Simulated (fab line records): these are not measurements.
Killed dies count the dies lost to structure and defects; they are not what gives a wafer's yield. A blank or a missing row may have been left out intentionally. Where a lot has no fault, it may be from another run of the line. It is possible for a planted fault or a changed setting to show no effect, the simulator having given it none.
Matching of chambers ; flow sky130 ; 3 sister chambers for SKY_CONTACT_CVD_00 on pecvd-04
The step deposits Si3N4, target thk 75 nm. 14 wafers are shown with their chamber, then 7 later ones without.

WAFERS, EACH WITH ITS CHAMBER
wafer;chamber;heater-power-w (W)
L076.2;1;690
L076.3;0;804
L076.5;0;793
L078.2;0;872
L078.3;2;635
L078.4;2;655
L079.1;2;743
L079.2;0;833
L079.4;2;734
L086.1;1;701
L086.2;2;719
L086.5;0;874
L091.3;1;736
L091.4;0;907

SIGNATURES (averages over the wafers above)
reading;chamber 0;chamber 1;chamber 2;scatter within a chamber
heater-power-w;847.17;709.00;697.20;43.3
Rule: a wafer's distance from a chamber is the root of the sum, over the readings, of the square of ((its reading less the chamber's mean) divided by the reading's scatter). The wafer belongs to the nearest chamber; if the next one is less than 2 further off, it can't be placed. How the scatter is found: for the shown wafers, subtract from each reading the mean of its chamber, square and add these, divide the total by (wafers less chambers), then take the root.

WAFERS WITHOUT THEIR CHAMBER
wafer;heater-power-w (W)
L091.5;743
L093.3;721
L093.5;878
L093.6;729
L096.1;754
L096.3;672
L096.6;780

WHICH CHAMBER EACH ONE RAN IN
wafer;from the rows above;in truth
L091.5;can't be placed: 1 or 2 or 0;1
L093.3;can't be placed: 1 or 2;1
L093.5;0;0
L093.6;can't be placed: 1 or 2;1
L096.1;can't be placed: 1 or 2 or 0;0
L096.3;can't be placed: 2 or 1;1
L096.6;can't be placed: 0 or 1 or 2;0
Correctly placed: 1 of 7. Can't be placed from these rows: 6 (the true chamber is among the candidates in 6). Wrongly placed: 0.
